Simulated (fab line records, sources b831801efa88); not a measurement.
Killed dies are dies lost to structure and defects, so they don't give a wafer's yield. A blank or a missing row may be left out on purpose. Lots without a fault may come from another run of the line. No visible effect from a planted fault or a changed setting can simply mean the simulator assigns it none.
Comparing a struck lot with a sound one / flow sky130 / 16 out of 708 route steps
Sound: wafers L329.2, L329.3, L329.6. Struck: wafers L337.2, L337.4 (left out: L337.6, a lot-mate that was not struck); the cause follows at the end.
Order at every step that has rows: each side's tool, ch and its chambers, its first start. Under that, the readings that differ: sound wafers / struck wafers / difference of the means / sigmas: that difference in standard deviations of wafers without a fault.
alike: readings with means less than 2 such deviations apart, plus words and numbers identical on both sides. not compared: withheld readings, readings lacking a value on some wafer, bounds such as >300 that could conceal the same value, and numbers that have no deviation in the record and whose values overlap.
The two part at a step that has a row with sigmas, a row that says differs or no value, or rows on one side only. Non-overlapping numbers with no deviation appear without sigmas and do not part them. A reading missing from all wafers of one side parts the sides only when that side holds two or more wafers.

first, 2 steps without rows for these wafers: SKY_METAL3_PEB_11; SKY_METAL3_DEVELOP_12 (develop time 60 s).
SKY_METAL3_CD_MEAS_13: the cd target is 300 nm.
  struck on cd-sem-01, day 42 01:43; sound on cd-sem-02, day 40 03:10
reading=cd-nm (nm); sound=299.1 298.6 299.1; struck=301.1 301.2; difference=+2.2; sigmas=+2
SKY_METAL3_OVL_MEAS_14:
  struck on overlay-02, day 42 01:49; sound on overlay-01, day 40 03:17
  alike: METAL3_OVL
SKY_METAL3_DESCUM_15: chemistry O2, time 8 s.
  sound on rie-metal-01 ch 0,1, day 40 03:19; struck on rie-metal-04 ch 0,1, day 42 01:51
  alike: drypump-motor-current-A, oes-product-au, temp-c
  not compared: rf-hours-counter-h
SKY_METAL3_ETCH_16: etches BARC in N2/H2, stops on SiO2, time 88.2 s, target depth 60 nm.
  sound on rie-metal-01 ch 0,1, day 40 03:20; struck on rie-metal-04 ch 0,1, day 42 01:53
  alike: drypump-motor-current-A, oes-product-au, throttle-valve-pct
  not compared: rf-hours-counter-h
SKY_METAL3_ETCH_17: etches SiO2 in C4F8/O2/Ar, stops on TiN, time 3.9 s, target depth 15 nm.
  sound on rie-diel-04 ch 0,3, day 40 03:26; struck on rie-diel-01 ch 2,3, day 42 01:59
  alike: oes-product-au
SKY_METAL3_METAL_ETCH_18: etches the open film in Cl2/BCl3, stops on SiO2, target depth 845 nm, time 183.1 s.
  sound on rie-metal-04 ch 0,1, day 40 03:28; struck on rie-metal-01 ch 0,1, day 42 02:00
  alike: drypump-motor-current-A, oes-product-au, throttle-valve-pct
  not compared: rf-hours-counter-h
SKY_METAL3_STRIP_19: strips in O2/N2.
  sound on plasma-asher-04 ch 1, day 40 03:38; struck on plasma-asher-02 ch 0,1, day 42 02:11
  alike: drypump-motor-current-A, oes-product-au, strip-time-to-endpoint-s
  not compared: rf-hours-counter-h
then, 3 steps without rows for these wafers: SKY_METAL3_STRIP_20 (strips in post etch residue remover, time 1200 s); SKY_METAL3_CLEAN_21 (cleans in IPA, time 180 s); SKY_METAL3_CLEAN_22 (cleans in O3/DIW).
SKY_VIA3_HDPCVD_00: deposits SiO2, target thk 1635 nm, time 272.5 s.
  sound on hdpcvd-02 ch 0,1,2, day 40 04:17; struck on hdpcvd-01 ch 1, day 42 02:49
reading=model.SiO2_of_VIA3_HDPCVD_00.thk-nm (nm); sound=1632 1635 1620; struck=2482 2469; difference=+846; sigmas=
  alike: susceptor-temp-C
SKY_VIA3_THK_MEAS_01:
  struck on film-metro-01, day 42 02:59; sound on film-metro-03, day 40 04:28
reading=VIA3_HDPCVD_THK (nm); sound=1632 1636 1618; struck=2483 2467; difference=+846; sigmas=+60
then, 1 step without rows for these wafers: SKY_VIA3_CMP_02 (polishes SiO2).
-- the record jumps here: 7 days lie between the struck wafers' starts before and after (it left off in module VIA3 and takes up again in module PAD_OPEN, whose first step shown is number 708 of the route) --
SKY_PAD_OPEN_PROBE_99:
  the record has rows for the struck wafers here (prober-02, day 48 18:09) and none for the sound ones

WHERE THEY PART
Last at SKY_PAD_OPEN_PROBE_99 as far as this record goes, first at SKY_METAL3_CD_MEAS_13.

WHY: the cause the simulator had injected
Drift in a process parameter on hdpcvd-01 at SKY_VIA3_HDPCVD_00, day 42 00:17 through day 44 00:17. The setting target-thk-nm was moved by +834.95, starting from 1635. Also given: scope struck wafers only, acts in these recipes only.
